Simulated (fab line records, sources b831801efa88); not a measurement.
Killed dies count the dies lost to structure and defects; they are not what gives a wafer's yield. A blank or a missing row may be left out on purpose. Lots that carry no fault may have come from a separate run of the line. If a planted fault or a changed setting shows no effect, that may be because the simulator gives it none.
A single fault, viewed from 2 desks :: flow gf180mcu :: each desk has only its own numbers; what lay behind them comes last

THE METROLOGY DESK
What the gauges read, lot by lot, whatever tool the lot ran on: means of the sampled wafers that have a number. Marked OUT: a lot whose mean sits more than 4 standard deviations from the usual mean, which makes it out of limits; the brackets give that distance.
Columns: A = cd nm at GF_TOP_METAL_CD_MEAS_14, usual 439.8 nm
lot: L182
first seen here: day 28 03:41
A: 440.6

lot: L183
first seen here: day 28 10:57
A: 440.2

lot: L184
first seen here: day 28 11:08
A: 436.7

lot: L185
first seen here: day 29 00:31
A: 438.2

lot: L186
first seen here: day 29 02:54
A: 440.3

lot: L187
first seen here: day 29 15:45
A: 442.3

lot: L188
first seen here: day 30 00:13
A: 443.0

lot: L189
first seen here: day 30 04:54
A: 437.5

lot: L194
first seen here: day 31 19:19
A: 451.2 (+4.2) OUT

lot: L195
first seen here: day 31 20:37
A: 446.6

lot: L196
first seen here: day 32 05:56
A: 447.2

lot: L199
first seen here: day 32 21:28
A: 437.5

lot: L200
first seen here: day 33 02:01
A: 440.5

lot: L202
first seen here: day 33 13:09
A: 436.2

lot: L205
first seen here: day 34 11:12
A: 443.2
Finding of this desk: L194 out of limits; the first was L194 at day 31 19:19, on cd nm at GF_TOP_METAL_CD_MEAS_14. L182, L183, L184, L185, L186, L187, L188, L189, L195, L196, L199, L200, L202, L205: within limits.

FOR THE TOOL OWNER'S DESK: iline stepper-02
The tool's own readings at GF_TOP_METAL_EXPOSE_11 (exposes mask MetalTop, target cd 440 nm): means of the sampled wafers that have a number, for each lot that ran on this tool. Marked OUT: a lot whose mean sits more than 4 standard deviations from the usual mean, which makes it out of limits; the brackets give that distance.
Columns: A = exposure dose mJ cm2 at GF_TOP_METAL_EXPOSE_11, usual 169.87
lot: L183
first seen here: day 28 01:14
A: 169.93

lot: L185
first seen here: day 28 15:11
A: 169.93

lot: L188
first seen here: day 29 15:14
A: 169.90

lot: L189
first seen here: day 29 19:57
A: 169.99

lot: L194
first seen here: day 31 10:34
A: 164.64 (-35) OUT

lot: L195
first seen here: day 31 12:28
A: 164.89 (-33) OUT

lot: L196
first seen here: day 31 22:01
A: 166.61 (-22) OUT
Finding of this desk: L194, L195, L196 out of limits; the first was L194 at day 31 10:34, on exposure dose mJ cm2 at GF_TOP_METAL_EXPOSE_11. L183, L185, L188, L189: within limits.

TAKEN TOGETHER
At day 31 10:34, on L194, L195, L196, the tool owner's desk was in a position to raise an alarm.
At day 31 19:19 the metrology desk could have sounded an alarm, on L194.
The metrology desk holds a record of L195, L196, inside its limits.
All the named lots went through GF_TOP_METAL_EXPOSE_11 on iline stepper-02.

WHAT THE SIMULATOR PUT IN
Drift in process parameters on iline stepper-02 at GF_TOP_METAL_EXPOSE_11, starting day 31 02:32. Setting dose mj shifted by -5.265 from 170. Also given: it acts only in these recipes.
Shown lots that were struck: L194, L195, L196.
Delay (hours) between the fault's onset and each desk's first out-of-limits reading: 8 at the tool owner's desk, 17 at the metrology desk.
